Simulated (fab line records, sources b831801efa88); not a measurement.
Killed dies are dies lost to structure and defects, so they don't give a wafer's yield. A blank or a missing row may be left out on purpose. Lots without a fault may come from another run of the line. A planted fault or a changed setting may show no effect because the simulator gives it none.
Chamber matching | flow sky130 | SKY_POLY_GATE_ETCH_15 on rie_diel-04: 4 sister chambers
The step etches BARC in N2/H2, stops on SiO2, time 118.5 s, target depth 110 nm. 4 wafers are shown with their chamber, then 8 later ones without.

WAFERS WITH THEIR CHAMBER
wafer  | chamber | drypump_motor_current_A (A)
L179.6 | 2       | 6.0
L181.3 | 1       | 5.7
L181.5 | 0       | 5.0
L192.3 | 3       | 5.9

WAFERS WITHOUT THEIR CHAMBER
wafer  | drypump_motor_current_A (A)
L192.4 | 4.9
L192.6 | 5.9
L197.3 | 4.9
L197.4 | 5.6
L197.6 | 5.8
L198.2 | 5.0
L198.4 | 5.8
L198.5 | 5.7

WHICH CHAMBER EACH WENT THROUGH
wafer  | from the rows above          | in truth
L192.4 | 0                            | 0
L192.6 | can't be placed: 3 or 2      | 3
L197.3 | 0                            | 0
L197.4 | 1                            | 1
L197.6 | can't be placed: 1 or 3 or 2 | 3
L198.2 | 0                            | 0
L198.4 | can't be placed: 1 or 3 or 2 | 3
L198.5 | 1                            | 1
Placed correctly: 5 of 8. Can't be placed from these rows: 3 (the true chamber is among the candidates in 3). Placed wrongly: 0.
How it was worked out, from the rows above alone: a wafer's distance from a chamber is the root of the sum, over the readings, of the square of ((its reading less the chamber's mean) divided by the reading's scatter). The wafer belongs to the nearest chamber; if the next one is less than 2 further off, it can't be placed. A chamber's mean is the mean of its shown wafers. The scatter: with one shown wafer a chamber, the root of the mean of the squares of how far each hidden wafer lies from its nearest shown one.
